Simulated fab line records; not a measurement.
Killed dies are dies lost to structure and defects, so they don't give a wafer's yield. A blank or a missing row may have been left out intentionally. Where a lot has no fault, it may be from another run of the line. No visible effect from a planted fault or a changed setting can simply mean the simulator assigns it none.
Split-lot experiment :: flow sfq line :: on a route of 325 steps: 5 lots, 10 wafers read

## THE SPLIT ITSELF
At SFQ_TRILAYER_M5_LITHO_COAT_128 (resist thk 62 nm), the setting resist thk nm was moved away from the recipe's 62 nm on 3 of the 10 wafers read, by -4.8% to +3.4%. All remaining wafers had this setting at the recipe value.

## FROM THE SPLIT TO THE READING: what the file shows between them, 4 steps
- SFQ_TRILAYER_M5_LITHO_COAT_123: resist thk 600 nm (also split here: spin rpm)
- SFQ_TRILAYER_M5_LITHO_SOFTBAKE_127
- SFQ_TRILAYER_M5_LITHO_EXPOSE_124: exposes mask M5, target cd 700 nm
- SFQ_TRILAYER_M5_LITHO_DEVELOP_125: time 60 s

## THE READING
etch.depth nm (the simulator's own value, which no gauge read), in nm, at SFQ_TRILAYER_M5_BARC_OPEN_METAL_ETCH_161 (etches BARC in O2, target depth 125 nm, time 41.7 s). There is no usual value for it anywhere in the file. Here, 7 wafers ran the recipe; their average is 61.85 nm with a standard deviation of 0.19 nm.

wafer: L074.1
tool, chamber at the split: litho track-02, 0
resist thk nm as run, nm: 62
against the recipe: recipe
etch.depth nm, nm: 61.91
against lot-mates on the recipe: -

wafer: L074.3
tool, chamber at the split: litho track-02, 0
resist thk nm as run, nm: 62
against the recipe: recipe
etch.depth nm, nm: 62.15
against lot-mates on the recipe: -

wafer: L074.6
tool, chamber at the split: litho track-02, 0
resist thk nm as run, nm: 62
against the recipe: recipe
etch.depth nm, nm: 61.98
against lot-mates on the recipe: -

wafer: L075.2
tool, chamber at the split: litho track-03, 0
resist thk nm as run, nm: 62
against the recipe: recipe
etch.depth nm, nm: 61.67
against lot-mates on the recipe: -

wafer: L075.6
tool, chamber at the split: litho track-03, 0
resist thk nm as run, nm: 62
against the recipe: recipe
etch.depth nm, nm: 61.63
against lot-mates on the recipe: -

wafer: L079.3
tool, chamber at the split: litho track-04, 0
resist thk nm as run, nm: 59.64
against the recipe: -3.8%
etch.depth nm, nm: 59.69
against lot-mates on the recipe: no lot-mate on the recipe

wafer: L083.1
tool, chamber at the split: litho track-04, 0
resist thk nm as run, nm: 62
against the recipe: recipe
etch.depth nm, nm: 62
against lot-mates on the recipe: -

wafer: L083.6
tool, chamber at the split: litho track-04, 0
resist thk nm as run, nm: 64.1
against the recipe: +3.4%
etch.depth nm, nm: 64.04
against lot-mates on the recipe: +2.04

wafer: L084.2
tool, chamber at the split: litho track-03, 0
resist thk nm as run, nm: 62
against the recipe: recipe
etch.depth nm, nm: 61.64
against lot-mates on the recipe: -

wafer: L084.5
tool, chamber at the split: litho track-03, 0
resist thk nm as run, nm: 59.04
against the recipe: -4.8%
etch.depth nm, nm: 58.55
against lot-mates on the recipe: -3.09

FIT RESULTS
A straight line over all 10 wafers: etch.depth nm changes by +0.645 nm for each +1% of resist thk nm; r = +0.99; the points scatter about the line by 0.22 nm.
The same after taking each lot's own level away (the mean of its wafers on the recipe; 9 wafers): +0.631 nm for each +1%; r = +1.00; scatter 0.079 nm.
Per that fit: largest resist thk nm move, reading shift of 3 nm.
Measured against the standard deviation above, the lots' own levels, which go from 61.640 to 62.013 nm, span 1.9 times it.
Hence the lot-to-lot level has little effect on the slope; both slopes agree.
Check: -2.88 nm against its lot-mates is what the line predicts for one of the wafers moved furthest among these (-4.8%) when that wafer is left out of the fit. It came out at -3.09 nm against them.

## THESE WAFERS: OTHER SPLITS
Note: prior to the reading, these wafers also went through further splits. Each is held against what the fit with the lots' levels taken away leaves over:
other split on the same wafers: SFQ_TRILAYER_M3_LITHO_COAT_075 resist thk nm
wafers away from the commonest value: 2
r with etch.depth nm (lot level and that fit taken away): -0.07

other split on the same wafers: SFQ_TRILAYER_I3_DEP_PECVD_081 time s
wafers away from the commonest value: 5
r with etch.depth nm (lot level and that fit taken away): -0.13

other split on the same wafers: SFQ_TRILAYER_I3_VIA_LITHO_COAT_090 spin rpm
wafers away from the commonest value: 3
r with etch.depth nm (lot level and that fit taken away): +0.19

other split on the same wafers: SFQ_TRILAYER_M4_DEP_SPUTTER_091 time s
wafers away from the commonest value: 0
r with etch.depth nm (lot level and that fit taken away): -

other split on the same wafers: SFQ_TRILAYER_M4_LITHO_COAT_093 resist thk nm
wafers away from the commonest value: 2
r with etch.depth nm (lot level and that fit taken away): +0.05

other split on the same wafers: SFQ_TRILAYER_M4_BARC_OPEN_METAL_ETCH_123 bias w
wafers away from the commonest value: 4
r with etch.depth nm (lot level and that fit taken away): +0.23

other split on the same wafers: SFQ_TRILAYER_JJ_TRILAYER_DEP_SPUTTER_112 power w
wafers away from the commonest value: 4
r with etch.depth nm (lot level and that fit taken away): +0.21

other split on the same wafers: SFQ_TRILAYER_M5_LITHO_COAT_123 spin rpm
wafers away from the commonest value: 4
r with etch.depth nm (lot level and that fit taken away): -0.24

## THE WHOLE CHAIN: every reading that the file lists as answering this split, in the file's order
step: SFQ_TRILAYER_M5_LITHO_COAT_128
what it does: resist thk 62 nm
reading: BARC_of_TRILAYER_M5_LITHO_COAT_128.thk nm (the simulator's own value, which no gauge read)
change (the file's fit): +0.619 nm for each +1% of the setting
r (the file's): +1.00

step: SFQ_TRILAYER_M5_BARC_OPEN_METAL_ETCH_161
what it does: etches BARC in O2, target depth 125 nm, time 41.7 s
reading: etch.depth nm (the simulator's own value, which no gauge read)
change (the file's fit): +0.633 nm for each +1% of the setting
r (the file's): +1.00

## FILE'S OWN FIT
etch.depth nm changes by +0.633 nm for each +1% of resist thk nm, r = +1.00.
